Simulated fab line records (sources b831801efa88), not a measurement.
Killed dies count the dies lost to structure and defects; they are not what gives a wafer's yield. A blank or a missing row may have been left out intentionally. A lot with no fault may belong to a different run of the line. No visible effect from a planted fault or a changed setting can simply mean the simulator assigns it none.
fab line records -- flow sky130
record lots=7, wafers=21, last-day=50
route steps=708 shown VT_ADJUST_LVTN@104 VT_ADJUST_NCORE@119 PAD_OPEN@708
lots that met no fault: from a run of the same line without faults
start-h: start of the lot's first displayed wafer, in hours after the record's first day -- wait-h: hours from the lot's prior step to this one -- " same as the row above -- L1.1+2: a row that stands for several wafers -- - no value, or no start given -- * or withheld: withheld -- < > ~ a bound
route shown NAME@n: names a module that has steps shown in the file, with the first one's number in the route -- usual: mean/standard deviation of fault-free wafers -- same: alike in all rows -- chamber/n: place in a boat -- sites: each site's reading -- _std_site: standard deviation of those values -- _edge_site: mean of outer sites minus mean of inner sites -- radius-mm: how far each site lies from the wafer's centre -- mask NAME#n: copy n -- behind: tool/chamber where the wafer was last shaped -- hold: why the lot went on hold/how many hours it stayed there/how the hold came to an end -- device: transistor that didn't switch, given as n, p or np -- end of line: tests run on the same wafers once the route is complete -- step lacking rows: just its recipe -- killed: the dies lost at the first sort to structure and to defects; this is not the yield of the wafer -- map: dies across one wafer; x = killed, . = not, _ = none there
set.NAME: the setting the step ran with; set.NAME@STEP: the setting that earlier step ran with -- model.NAME: the simulator's own value behind a step, which no gauge read
certain route steps with their lots: each step a table, each wafer a row
services: from which hour (start-h, from the record's first day; less than 0 if before it) a tool's chamber was out of use, for how many hours, and why
## steps
# step SKY_VT_ADJUST_LVTN_OVL_MEAS_07
# usual VT_ADJUST_LVTN_OVL=-0.8/1.2
lot.wafer,tool,chamber,start-h,wait-h,VT_ADJUST_LVTN_OVL[nm]
L229.2,overlay-01,-,153.08,-,0.4
L229.4,overlay-01,-,153.08,-,-1.1
L229.6,overlay-01,-,153.08,-,-0.2
L233.2,overlay-01,-,178.58,-,1.0
L233.3,overlay-01,-,178.58,-,0.2
L233.5,overlay-01,-,178.58,-,0.3
L236.1,overlay-02,-,195.58,-,-0.4
L236.5,overlay-02,-,195.58,-,0.2
L236.6,overlay-02,-,195.58,-,-0.2
L239.3,overlay-02,-,218.33,-,-0.4
L239.4,overlay-02,-,218.33,-,-0.9
L239.5,overlay-02,-,218.33,-,2.1
L241.1,overlay-01,-,232.62,-,2.4
L241.3,overlay-01,-,232.62,-,1.0
L241.6,overlay-01,-,232.62,-,0.8
L247.2,overlay-02,-,266.38,-,-0.7
L247.4,overlay-02,-,266.38,-,0.6
L247.5,overlay-02,-,266.38,-,0.4
L250.1,overlay-01,-,307.06,-,0.4
L250.2,overlay-01,-,307.06,-,-2.4
L250.6,overlay-01,-,307.06,-,0.9
# step SKY_VT_ADJUST_LVTN_IMPLANT_08
# recipe species=B, energy-kev=30, dose-cm2=1.57e+12, tilt-deg=withheld
# step SKY_VT_ADJUST_LVTN_STRIP_09
# recipe chemistry=O2/N2, power-w=1400, pressure-mtorr=1500, platen-temp-c=withheld, o2-flow-sccm=3000, n2-flow-sccm=300, overash-fraction=0.5
# usual drypump-motor-current-A=5.5/0.41, oes-product-au=0.723/0.0048, strip-time-to-endpoint-s=36.89/0.09
lot.wafer,tool,chamber,start-h,wait-h,drypump-motor-current-A,oes-product-au,rf-hours-counter-h,strip-time-to-endpoint-s
L229.2,plasma-asher-04,1,153.26,0.1,5.7,0.727,47,36.79
L229.4,plasma-asher-04,1,153.26,0.1,5.7,0.724,-,36.72
L229.6,plasma-asher-04,0,153.26,0.1,5.6,0.725,-,36.81
L233.2,plasma-asher-02,1,178.76,0.1,5.5,0.730,51,36.72
L233.3,plasma-asher-02,0,178.76,0.1,6.1,0.720,-,36.73
L233.5,plasma-asher-02,1,178.76,0.1,5.5,0.728,-,36.81
L236.1,plasma-asher-03,1,195.76,0.1,5.0,0.724,7,36.89
L236.5,plasma-asher-03,1,195.76,0.1,5.0,0.722,-,36.86
L236.6,plasma-asher-03,0,195.76,0.1,4.8,0.724,-,36.89
L239.3,plasma-asher-04,0,218.53,0.1,5.7,0.727,-,36.87
L239.4,plasma-asher-04,1,218.53,0.1,5.7,0.717,-,37.06
L239.5,plasma-asher-04,0,218.53,0.1,5.6,0.731,-,36.93
L241.1,plasma-asher-02,1,232.81,0.1,5.5,0.715,56,36.90
L241.3,plasma-asher-02,1,232.81,0.1,5.5,0.725,-,36.99
L241.6,plasma-asher-02,1,232.81,0.1,5.5,0.717,-,36.95
L247.2,plasma-asher-03,1,266.56,0.1,5.0,0.726,14,36.79
L247.4,plasma-asher-03,1,266.56,0.1,5.0,0.719,-,36.82
L247.5,plasma-asher-03,0,266.56,0.1,4.8,0.720,-,36.86
L250.1,plasma-asher-03,0,307.25,0.1,4.9,0.724,18,37.09
L250.2,plasma-asher-03,1,307.25,0.1,5.0,0.718,18,36.90
L250.6,plasma-asher-03,0,307.25,0.1,4.8,0.727,-,36.91
# step SKY_VT_ADJUST_LVTN_TW_MEAS_10
# usual VT_ADJUST_LVTN_TW=241.1/1.4
lot.wafer,tool,chamber,start-h,wait-h,VT_ADJUST_LVTN_TW
L229.2,film-metro-02,-,153.37,0.1,242.0
L229.4,film-metro-02,-,153.37,0.1,243.5
L229.6,film-metro-02,-,153.37,0.1,241.6
L233.2,film-metro-04,-,178.87,0.1,243.0
L233.3,film-metro-04,-,178.87,0.1,242.8
L233.5,film-metro-04,-,178.87,0.1,242.0
L236.1,film-metro-04,-,195.86,0.1,242.4
L236.5,film-metro-04,-,195.86,0.1,243.2
L236.6,film-metro-04,-,195.86,0.1,242.8
L239.3,film-metro-03,-,218.62,0.1,239.4
L239.4,film-metro-03,-,218.62,0.1,237.9
L239.5,film-metro-03,-,218.62,0.1,238.5
L241.1,film-metro-04,-,232.91,0.1,242.0
L241.3,film-metro-04,-,232.91,0.1,241.4
L241.6,film-metro-04,-,232.91,0.1,242.8
L247.2,film-metro-04,-,266.67,0.1,243.7
L247.4,film-metro-04,-,266.67,0.1,240.0
L247.5,film-metro-04,-,266.67,0.1,243.3
L250.1,film-metro-02,-,307.35,0.1,241.5
L250.2,film-metro-02,-,307.35,0.1,244.2
L250.6,film-metro-02,-,307.35,0.1,242.7
# step SKY_VT_ADJUST_LVTN_DEHYDRATE_11
# recipe temp-c=200, time-s=60
# step SKY_VT_ADJUST_LVTN_HMDS_12
# recipe prime-time-s=60, prime-temp-c=120
# step SKY_VT_ADJUST_LVTN_COAT_13
# recipe resist=NOVOLAK, spin-rpm=3000, resist-thk-nm=1140
# step SKY_VT_ADJUST_LVTN_SOFTBAKE_14
# recipe temp-c=90, time-s=60, resist=NOVOLAK
# step SKY_VT_ADJUST_LVTN_EXPOSE_15
# recipe mask-id=HVN_STD_DERIVED, na=0.6, source-shape=conventional, sigma-outer=0.6, polarization=unpolarized, target-cd-nm=600, dose-mj=163
# step SKY_VT_ADJUST_LVTN_PEB_16
# recipe temp-c=withheld, time-s=*, resist=NOVOLAK
# step SKY_VT_ADJUST_LVTN_DEVELOP_17
# recipe resist=NOVOLAK, developer=TMAH, develop-time-s=60, dev-temp-c=23
# step SKY_VT_ADJUST_LVTN_OVL_MEAS_18
# usual VT_ADJUST_LVTN_01_OVL=0.7/1.4
lot.wafer,tool,chamber,start-h,wait-h,VT_ADJUST_LVTN_01_OVL[nm]
L229.2,overlay-02,-,172.82,0.1,1.7
L229.4,overlay-02,-,172.82,0.1,0.9
L229.6,overlay-02,-,172.82,0.1,0.8
L233.2,overlay-01,-,198.83,0.1,3.2
L233.3,overlay-01,-,198.83,0.1,2.4
L233.5,overlay-01,-,198.83,0.1,2.8
L236.1,overlay-02,-,217.13,0.1,1.3
L236.5,overlay-02,-,217.13,0.1,0.0
L236.6,overlay-02,-,217.13,0.1,1.5
L239.3,overlay-01,-,240.18,0.1,-1.0
L239.4,overlay-01,-,240.18,0.1,-0.2
L239.5,overlay-01,-,240.18,0.1,-1.1
L241.1,overlay-02,-,255.28,0.1,-1.2
L241.3,overlay-02,-,255.28,0.1,-2.1
L241.6,overlay-02,-,255.28,0.1,-0.2
L247.2,overlay-01,-,290.23,0.1,2.3
L247.4,overlay-01,-,290.23,0.1,1.8
L247.5,overlay-01,-,290.23,0.1,0.6
L250.1,overlay-02,-,332.66,0.1,0.9
L250.2,overlay-02,-,332.66,0.1,0.4
L250.6,overlay-02,-,332.66,0.1,0.8
# step SKY_VT_ADJUST_LVTN_IMPLANT_19
# recipe species=B, energy-kev=30, dose-cm2=6.5e+11, tilt-deg=withheld
# usual dose-ions-cm2=6.5e+11/7.5e+08, end-station-pressure-torr=4.99e-06/2.6e-07, faraday-current-uA=3.67/0.082
lot.wafer,tool,chamber,start-h,wait-h,dose-ions-cm2,end-station-pressure-torr,faraday-current-uA
L229.2,implanter-04,0,172.88,0.0,6.503e+11,5.03e-06,3.51
L229.4,implanter-04,0,172.88,0.0,6.5e+11,5.05e-06,3.66
L229.6,implanter-04,0,172.88,0.0,6.5e+11,5.12e-06,3.73
L233.2,implanter-01,0,198.89,0.0,6.502e+11,5.42e-06,3.78
L233.3,implanter-01,0,198.89,0.0,6.501e+11,4.91e-06,3.66
L233.5,implanter-01,0,198.89,0.0,6.507e+11,4.96e-06,3.53
L236.1,implanter-04,0,217.18,0.0,9.584e+11,5.23e-06,5.26
L236.5,implanter-04,0,217.18,0.0,9.573e+11,5.25e-06,5.59
L236.6,implanter-04,0,217.18,0.0,9.58e+11,5.08e-06,5.28
L239.3,implanter-04,0,240.26,0.1,9.557e+11,4.99e-06,5.57
L239.4,implanter-04,0,240.26,0.1,9.573e+11,4.56e-06,5.45
L239.5,implanter-04,0,240.26,0.1,9.574e+11,5.15e-06,5.43
L241.1,implanter-04,0,255.31,0.0,9.58e+11,4.99e-06,5.51
L241.3,implanter-04,0,255.31,0.0,9.581e+11,4.8e-06,5.35
L241.6,implanter-04,0,255.31,0.0,9.59e+11,5.36e-06,5.43
L247.2,implanter-01,0,290.29,0.0,6.499e+11,5.21e-06,3.64
L247.4,implanter-01,0,290.29,0.0,6.502e+11,5.27e-06,3.75
L247.5,implanter-01,0,290.29,0.0,6.497e+11,5.51e-06,3.59
L250.1,implanter-01,0,332.70,0.0,6.483e+11,5.05e-06,3.78
L250.2,implanter-01,0,332.70,0.0,6.49e+11,4.63e-06,3.70
L250.6,implanter-01,0,332.70,0.0,6.474e+11,5.12e-06,3.65
# step SKY_VT_ADJUST_LVTN_STRIP_20
# recipe chemistry=O2/N2, power-w=1400, pressure-mtorr=1500, platen-temp-c=withheld, o2-flow-sccm=3000, n2-flow-sccm=300, overash-fraction=0.5
# usual drypump-motor-current-A=5.4/0.43, oes-product-au=0.716/0.0045, strip-time-to-endpoint-s=14.18/0.037
lot.wafer,tool,chamber,start-h,wait-h,drypump-motor-current-A,oes-product-au,rf-hours-counter-h,strip-time-to-endpoint-s
L229.2,plasma-asher-03,0,173.00,0.1,4.8,0.713,5,14.19
L229.4,plasma-asher-03,1,173.00,0.1,5.0,0.721,-,14.13
L229.6,plasma-asher-03,1,173.00,0.1,5.0,0.719,-,14.15
L233.2,plasma-asher-03,1,199.01,0.1,5.0,0.715,7,14.23
L233.3,plasma-asher-03,1,199.01,0.1,5.0,0.708,-,14.20
L233.5,plasma-asher-03,1,199.01,0.1,5.0,0.718,-,14.20
L236.1,plasma-asher-03,1,217.33,0.1,5.0,0.714,9,14.18
L236.5,plasma-asher-03,1,217.33,0.1,5.0,0.721,-,14.18
L236.6,plasma-asher-03,0,217.33,0.1,4.8,0.718,-,14.19
L239.3,plasma-asher-02,0,240.39,0.1,6.1,0.716,-,14.14
L239.4,plasma-asher-02,1,240.39,0.1,5.5,0.721,-,14.08
L239.5,plasma-asher-02,0,240.39,0.1,6.1,0.715,-,14.12
L241.1,plasma-asher-02,1,255.46,0.1,5.5,0.731,58,14.19
L241.3,plasma-asher-02,0,255.46,0.1,6.1,0.721,-,14.23
L241.6,plasma-asher-02,0,255.46,0.1,6.1,0.723,-,14.19
L247.2,plasma-asher-04,1,290.41,0.1,5.7,0.719,60,14.21
L247.4,plasma-asher-04,1,290.41,0.1,5.8,0.716,-,14.10
L247.5,plasma-asher-04,0,290.41,0.1,5.6,0.719,-,14.16
L250.1,plasma-asher-03,0,332.85,0.1,4.9,0.720,21,14.14
L250.2,plasma-asher-03,1,332.85,0.1,5.0,0.711,21,14.13
L250.6,plasma-asher-03,1,332.85,0.1,5.0,0.718,-,14.12
# step SKY_VT_ADJUST_LVTN_TW_MEAS_21
# usual VT_ADJUST_LVTN_2_TW=187.7/1
lot.wafer,tool,chamber,start-h,wait-h,VT_ADJUST_LVTN_2_TW
L229.2,film-metro-02,-,173.11,0.1,189.3
L229.4,film-metro-02,-,173.11,0.1,187.9
L229.6,film-metro-02,-,173.11,0.1,188.2
L233.2,film-metro-02,-,199.12,0.1,187.0
L233.3,film-metro-02,-,199.12,0.1,187.7
L233.5,film-metro-02,-,199.12,0.1,187.6
L236.1,film-metro-02,-,217.43,0.1,210.4
L236.5,film-metro-02,-,217.43,0.1,209.8
L236.6,film-metro-02,-,217.43,0.1,210.1
L239.3,film-metro-04,-,240.48,0.1,208.7
L239.4,film-metro-04,-,240.48,0.1,209.5
L239.5,film-metro-04,-,240.48,0.1,208.9
L241.1,film-metro-04,-,255.56,0.1,210.6
L241.3,film-metro-04,-,255.56,0.1,209.6
L241.6,film-metro-04,-,255.56,0.1,210.1
L247.2,film-metro-02,-,290.52,0.1,188.8
L247.4,film-metro-02,-,290.52,0.1,189.3
L247.5,film-metro-02,-,290.52,0.1,188.1
L250.1,film-metro-03,-,332.95,0.1,186.2
L250.2,film-metro-03,-,332.95,0.1,186.3
L250.6,film-metro-03,-,332.95,0.1,186.1
# step SKY_VT_ADJUST_NCORE_DEHYDRATE_00
# recipe temp-c=200, time-s=60
# step SKY_PAD_OPEN_PROBE_99
# usual killed_at_M0_to_M3=43/7.1, killed_at_M4_up=3.0/1.9, killed-at-contacts=24/5, killed-at-front-end=15/4.3, killed-at-other=0.3/0.5, killed-dies=85/9.6, killed-on-rim=17/4.3, killed-open=46/7.1, killed-short=39/6.8
# same gross-dies=492, killed-at-back-side=0
lot.wafer,tool,chamber,start-h,wait-h,killed_at_M0_to_M3,killed_at_M4_up,killed-at-contacts,killed-at-front-end,killed-at-other,killed-dies,killed-on-rim,killed-open,killed-short,model.etest.res-pwell-under-gate.rs-ohm-sq,model.etest.tip_n_5v.rs-ohm-sq,model.etest.nfet_16v.drive-ua-um,model.etest.nfet-g5v0d10v5.body-rise-v,model.etest.nfet_16v.body-rise-v,model.etest.nfet-g5v0d10v5.vt-sat-v,model.etest.nfet-g5v0d10v5.vt-v,model.etest.nfet_16v.vt-v
L229.2,prober-02,-,1084.03,0.1,29,5,28,15,1,78,18,49,29,2277,1362,220.8,0.6877,0.6783,0.7677,0.8272,0.7724
L229.4,prober-02,-,1084.13,0.2,43,7,23,19,0,92,21,51,41,2278,1381,219,0.6888,0.6828,0.7633,0.8253,0.7723
L229.6,prober-02,-,1084.23,0.2,39,5,27,14,1,86,18,49,37,2279,1378,216.8,0.6917,0.6838,0.7687,0.8258,0.7718
L233.2,prober-02,-,1104.16,0.1,43,2,27,12,0,84,15,47,37,2293,1375,226.6,0.6734,0.6643,0.7676,0.8238,0.7669
L233.3,prober-02,-,1104.21,0.2,36,1,27,11,0,75,16,40,35,2296,1376,223.2,0.6783,0.67,0.7643,0.8219,0.77
L233.5,prober-02,-,1104.31,0.2,42,2,20,13,0,77,19,41,36,2279,1373,223.6,0.6801,0.6726,0.7743,0.8337,0.775
L236.1,prober-01,-,1120.82,0.1,53,3,17,18,0,91,17,37,54,2217,1383,214.3,0.7176,0.7074,0.7866,0.8358,0.7805
L236.5,prober-01,-,1121.02,0.2,52,0,14,29,0,95,21,59,36,2214,1379,218.1,0.7075,0.6974,0.7875,0.8383,0.7762
L236.6,prober-01,-,1121.07,0.2,49,2,21,23,0,95,26,51,44,2219,1387,219.8,0.7042,0.6967,0.7867,0.8366,0.7769
L239.3,prober-02,-,1137.57,0.2,39,12,31,14,0,96,22,57,39,2237,1442,210.2,0.73,0.7189,0.8105,0.8622,0.8149
L239.4,prober-02,-,1137.62,0.2,41,3,35,14,0,93,26,48,45,2223,1435,206.8,0.7345,0.7238,0.8161,0.8678,0.8084
L239.5,prober-02,-,1137.67,0.2,42,3,28,18,0,91,18,47,44,2236,1436,211.7,0.7229,0.7127,0.814,0.862,0.801
L241.1,prober-01,-,1152.93,0.1,44,3,28,22,1,98,18,50,48,2231,1415,214.7,0.7272,0.7165,0.8139,0.8632,0.7978
L241.3,prober-01,-,1153.03,0.2,38,2,16,11,0,67,16,38,29,2229,1407,218.9,0.7092,0.6996,0.7946,0.8454,0.7788
L241.6,prober-01,-,1153.18,0.2,43,3,25,16,0,87,17,46,41,2235,1408,215.4,0.7179,0.709,0.8059,0.8536,0.7913
L247.2,prober-01,-,1177.29,0.1,42,3,29,21,0,95,15,51,44,2300,1400,215.8,0.6954,0.6876,0.7812,0.843,0.7939
L247.4,prober-01,-,1177.39,0.2,39,2,23,25,0,89,11,51,38,2283,1388,216.3,0.692,0.6832,0.7706,0.8298,0.7752
L247.5,prober-01,-,1177.44,0.2,46,2,24,17,0,89,22,44,45,2278,1386,213.2,0.6978,0.6891,0.7699,0.8299,0.7846
L250.1,prober-02,-,1198.73,0.1,34,7,12,10,0,63,8,33,30,2266,1415,219.4,0.6809,0.6748,0.7608,0.8171,0.7639
L250.2,prober-02,-,1198.78,0.1,44,2,22,21,1,90,21,53,37,2261,1418,223,0.6723,0.6616,0.7686,0.8207,0.757
L250.6,prober-02,-,1198.98,0.2,44,1,21,9,0,75,21,37,38,2251,1412,220.4,0.6826,0.6722,0.7727,0.8253,0.7684
# killed by level:class
L229.2 CONTACT:geometric-particle:open=14 LI_CONTACT:geometric-particle:open=8 VIA1:geometric-particle:open=7 POLY_GATE:geometric-particle:short=6 VIA2:geometric-particle:open=5 VIA3:geometric-particle:open=5 METAL1:geometric-particle:short=4 FIELD_ISO:geometric-particle:open=3
L229.4 LI_CONTACT:geometric-particle:open=9 VIA3:geometric-particle:open=9 VIA1:geometric-particle:open=9 POLY_GATE:geometric-particle:short=7 VIA2:geometric-particle:open=7 POLY_GATE:geometric-particle:open=6 METAL2:geometric-particle:short=6 METAL4:geometric-particle:short=5
L229.6 VIA1:geometric-particle:open=14 LI_CONTACT:geometric-particle:open=8 CONTACT:geometric-particle:open=8 VIA2:geometric-particle:open=7 CONTACT:geometric-particle:short=6 METAL1:geometric-particle:short=5 FIELD_ISO:geometric-particle:short=4 VIA3:geometric-particle:open=4
L233.2 CONTACT:geometric-particle:open=13 VIA1:geometric-particle:open=10 VIA2:geometric-particle:open=6 METAL1:geometric-particle:short=6 VIA1:geometric-particle:short=6 CONTACT:geometric-particle:short=5 LI_CONTACT:geometric-particle:short=4 METAL1:geometric-particle:open=4
L233.3 CONTACT:geometric-particle:open=10 VIA2:geometric-particle:open=8 LI_CONTACT:geometric-particle:open=6 VIA1:geometric-particle:open=6 LI_CONTACT:geometric-particle:short=5 POLY_GATE:geometric-particle:short=4 VIA3:geometric-particle:open=4 METAL1:geometric-particle:short=4
L233.5 VIA1:geometric-particle:open=9 VIA2:geometric-particle:open=8 CONTACT:geometric-particle:open=6 LI_CONTACT:geometric-particle:open=5 METAL1:geometric-particle:short=5 POLY_GATE:geometric-particle:short=4 CONTACT:geometric-particle:short=4 LI_CONTACT:geometric-particle:short=4
L236.1 VIA1:geometric-particle:open=11 VIA1:geometric-particle:short=9 FIELD_ISO:geometric-particle:short=6 METAL2:geometric-particle:short=6 POLY_GATE:geometric-particle:short=5 LOCAL_INTERCONNECT:geometric-particle:short=5 VIA2:geometric-particle:open=5 VIA3:geometric-particle:short=5
L236.5 VIA1:geometric-particle:open=12 FIELD_ISO:geometric-particle:open=10 VIA2:geometric-particle:open=7 POLY_GATE:geometric-particle:open=7 METAL2:geometric-particle:short=7 VIA3:geometric-particle:open=7 CONTACT:geometric-particle:open=6 METAL1:geometric-particle:short=6
L236.6 VIA1:geometric-particle:open=13 CONTACT:geometric-particle:open=10 FIELD_ISO:geometric-particle:short=8 METAL1:geometric-particle:short=7 FIELD_ISO:geometric-particle:open=6 VIA1:geometric-particle:short=6 METAL2:geometric-particle:short=6 LI_CONTACT:geometric-particle:open=4
L239.3 CONTACT:geometric-particle:open=13 LI_CONTACT:geometric-particle:open=9 METAL1:geometric-particle:short=6 VIA1:geometric-particle:open=6 VIA3:geometric-particle:open=6 METAL4:geometric-particle:short=6 VIA1:geometric-particle:short=5 VIA2:geometric-particle:open=5
L239.4 CONTACT:geometric-particle:open=13 LOCAL_INTERCONNECT:geometric-particle:short=7 VIA3:geometric-particle:open=7 VIA1:geometric-particle:short=6 FIELD_ISO:geometric-particle:open=6 LI_CONTACT:geometric-particle:open=6 VIA1:geometric-particle:open=6 METAL1:geometric-particle:short=5
L239.5 CONTACT:geometric-particle:open=12 VIA1:geometric-particle:open=10 VIA1:geometric-particle:short=7 FIELD_ISO:geometric-particle:short=6 LI_CONTACT:geometric-particle:open=6 VIA3:geometric-particle:open=6 POLY_GATE:geometric-particle:short=5 VIA3:geometric-particle:short=4
L241.1 CONTACT:geometric-particle:open=12 FIELD_ISO:geometric-particle:short=8 VIA2:geometric-particle:open=7 VIA1:geometric-particle:open=7 LI_CONTACT:geometric-particle:open=7 VIA1:geometric-particle:short=7 VIA3:geometric-particle:short=7 CONTACT:geometric-particle:short=5
L241.3 VIA1:geometric-particle:open=8 LI_CONTACT:geometric-particle:open=5 CONTACT:geometric-particle:open=5 VIA1:geometric-particle:short=5 METAL2:geometric-particle:short=5 VIA2:geometric-particle:open=5 VIA3:geometric-particle:open=5 FIELD_ISO:geometric-particle:open=4
L241.6 VIA3:geometric-particle:open=10 VIA1:geometric-particle:open=9 CONTACT:geometric-particle:open=7 LI_CONTACT:geometric-particle:open=7 CONTACT:geometric-particle:short=7 VIA1:geometric-particle:short=7 FIELD_ISO:geometric-particle:short=5 METAL1:geometric-particle:short=5
L247.2 CONTACT:geometric-particle:short=12 VIA1:geometric-particle:open=11 CONTACT:geometric-particle:open=9 VIA2:geometric-particle:open=8 POLY_GATE:geometric-particle:open=6 POLY_GATE:geometric-particle:short=6 METAL1:geometric-particle:short=5 VIA3:geometric-particle:open=5
L247.4 POLY_GATE:geometric-particle:open=9 POLY_GATE:geometric-particle:short=9 CONTACT:geometric-particle:open=9 LI_CONTACT:geometric-particle:open=7 VIA1:geometric-particle:short=6 VIA1:geometric-particle:open=6 VIA2:geometric-particle:open=6 VIA3:geometric-particle:open=6
L247.5 VIA1:geometric-particle:open=9 CONTACT:geometric-particle:open=9 METAL1:geometric-particle:short=7 CONTACT:geometric-particle:short=7 LI_CONTACT:geometric-particle:open=6 METAL2:geometric-particle:short=6 VIA1:geometric-particle:short=5 VIA3:geometric-particle:open=5
L250.1 VIA3:geometric-particle:open=10 FIELD_ISO:geometric-particle:short=7 LI_CONTACT:geometric-particle:open=5 VIA1:geometric-particle:short=5 VIA2:geometric-particle:open=5 METAL4:geometric-particle:short=4 VIA1:geometric-particle:open=4 METAL2:geometric-particle:short=4
L250.2 VIA1:geometric-particle:open=15 CONTACT:geometric-particle:open=10 FIELD_ISO:geometric-particle:open=7 POLY_GATE:geometric-particle:short=6 VIA3:geometric-particle:open=5 CONTACT:geometric-particle:short=4 LI_CONTACT:geometric-particle:short=4 METAL2:geometric-particle:short=4
L250.6 VIA1:geometric-particle:open=12 CONTACT:geometric-particle:open=9 VIA1:geometric-particle:short=7 LOCAL_INTERCONNECT:geometric-particle:short=5 VIA2:geometric-particle:short=5 FIELD_ISO:geometric-particle:short=4 METAL1:geometric-particle:short=4 VIA3:geometric-particle:short=4
## services
tool,chamber,start-h,hours,kind
plasma-asher-03,-,151.18,2.8,pm
plasma-asher-02,-,151.88,0.8,repair
implanter-04,-,158.55,1.1,repair
implanter-04,-,159.67,3.5,pm
plasma-asher-02,-,167.08,0.9,repair
plasma-asher-03,-,171.04,0.9,repair
implanter-04,-,223.69,1.8,repair
plasma-asher-04,-,258.29,1.2,repair
plasma-asher-03,-,273.48,0.4,repair
implanter-04,-,277.15,3.6,repair
implanter-04,-,284.09,1.8,repair
implanter-04,-,298.45,3.3,repair
implanter-01,-,299.41,6.6,pm
implanter-04,-,302.54,3.5,repair
plasma-asher-04,-,331.88,2.0,repair
## key
first-sign step=SKY_VT_ADJUST_LVTN_IMPLANT_19, reading=dose-ions-cm2, direction=up, sigmas=99+, usual=*, struck=*
effect step=SKY_VT_ADJUST_LVTN_IMPLANT_19, reading=faraday-current-uA, direction=up, sigmas=22, usual=3.67, struck=5.43
effect step=SKY_VT_ADJUST_LVTN_TW_MEAS_21, reading=VT_ADJUST_LVTN_2_TW, direction=up, sigmas=21, usual=187.7, struck=209.7
model-effect step=SKY_PAD_OPEN_PROBE_99, value=etest.res-pwell-under-gate.rs-ohm-sq, without=2281, struck=2227
met-at SKY_VT_ADJUST_LVTN_IMPLANT_19
struck-wafers L236.1,L236.5,L236.6,L239.3,L239.4,L239.5,L241.1,L241.3,L241.6
tester-left-out L236,L239,L241
onset-between 172.88 217.18
fault kind=process-parameter-drift, tool=implanter-04, chamber=-, onset-h=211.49, steps=SKY_VT_ADJUST_LVTN_IMPLANT_19, channel=dose-cm2, offset=*, shape=step, end-h=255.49, acts-in=*, stated=*
# tester-left-out: of these lots the tester's yield and bins aren't shown, on N5 and GAA mostly nor the transistor test; their killed dies are dies lost to structure and defects alone, not to doping, threshold or leakage, so they don't give the yield
